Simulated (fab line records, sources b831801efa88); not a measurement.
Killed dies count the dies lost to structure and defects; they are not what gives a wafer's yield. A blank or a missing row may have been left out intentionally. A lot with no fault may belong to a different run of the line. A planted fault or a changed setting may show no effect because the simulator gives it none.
Matching of chambers ; flow sky130 ; SKY_VIA2_ETCH_15 on rieDiel-04 has 4 sister chambers
The step etches SiO2 in C4F8/O2/Ar, stops on TiN, target depth 546 nm, time 84 s. 16 wafers are shown with their chamber, then 8 later ones without.

## WAFERS WITH THEIR CHAMBER
wafer;chamber;oesProductAu (a.u.);biasW (W);chamberPressureMTorr (mTorr)
L077.1;2;0.941;1199;40.04
L077.2;0;0.937;1195;39.99
L077.6;0;0.937;1194;40.00
L082.2;0;0.938;1201;40.00
L082.3;2;0.929;1203;39.99
L082.4;1;0.947;1205;40.01
L084.1;3;0.938;1200;40.02
L084.3;2;0.945;1198;39.95
L084.4;0;0.935;1205;40.06
L092.1;1;0.939;1203;40.02
L092.4;3;0.937;1196;40.01
L092.5;0;0.938;1199;39.97
L093.1;3;0.935;1197;40.00
L093.2;1;0.947;1200;40.00
L093.3;0;0.934;1197;40.02
L095.1;0;0.940;1199;40.10

SIGNATURES (averages over the wafers above)
reading;chamber 0;chamber 1;chamber 2;chamber 3;scatter within a chamber
oesProductAu;0.93700;0.94433;0.93833;0.93667;0.00418
biasW;1198.57;1202.67;1200.00;1197.67;3.15
chamberPressureMTorr;40.0200;40.0100;39.9933;40.0100;0.0373
Rule: distance of a wafer from a chamber = root of the sum over the readings of ((wafer's reading minus chamber's mean) / reading's scatter) squared. If the next closest chamber is less than 2 further off than the closest, the wafer can't be placed; otherwise it belongs to the closest. The scatter: take each reading less its chamber's mean, square it, sum over the shown wafers, divide by the number of wafers less the number of chambers, and take the root.

## WAFERS WITH NO CHAMBER GIVEN
wafer;oesProductAu (a.u.);biasW (W);chamberPressureMTorr (mTorr)
L095.2;0.937;1203;40.00
L095.6;0.947;1197;39.97
L096.1;0.937;1198;40.00
L096.4;0.944;1199;40.03
L096.6;0.941;1206;40.01
L097.2;0.943;1193;39.98
L097.5;0.939;1198;39.96
L097.6;0.935;1203;39.95

## CHAMBER TAKEN BY EACH
wafer;from the rows above;in truth
L095.2;can't be placed: 2 or 0 or 3 or 1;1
L095.6;can't be placed: 1 or 2 or 3 or 0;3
L096.1;can't be placed: 3 or 0 or 2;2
L096.4;can't be placed: 1 or 0 or 2 or 3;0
L096.6;can't be placed: 1 or 2 or 0 or 3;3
L097.2;can't be placed: 3 or 2 or 0 or 1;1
L097.5;can't be placed: 2 or 3 or 0 or 1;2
L097.6;can't be placed: 2 or 3 or 0 or 1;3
Correct placement for 0 of the 8. Unplaceable from these rows: 8, with the true chamber sitting among the candidates in 8. 0 placed wrongly.
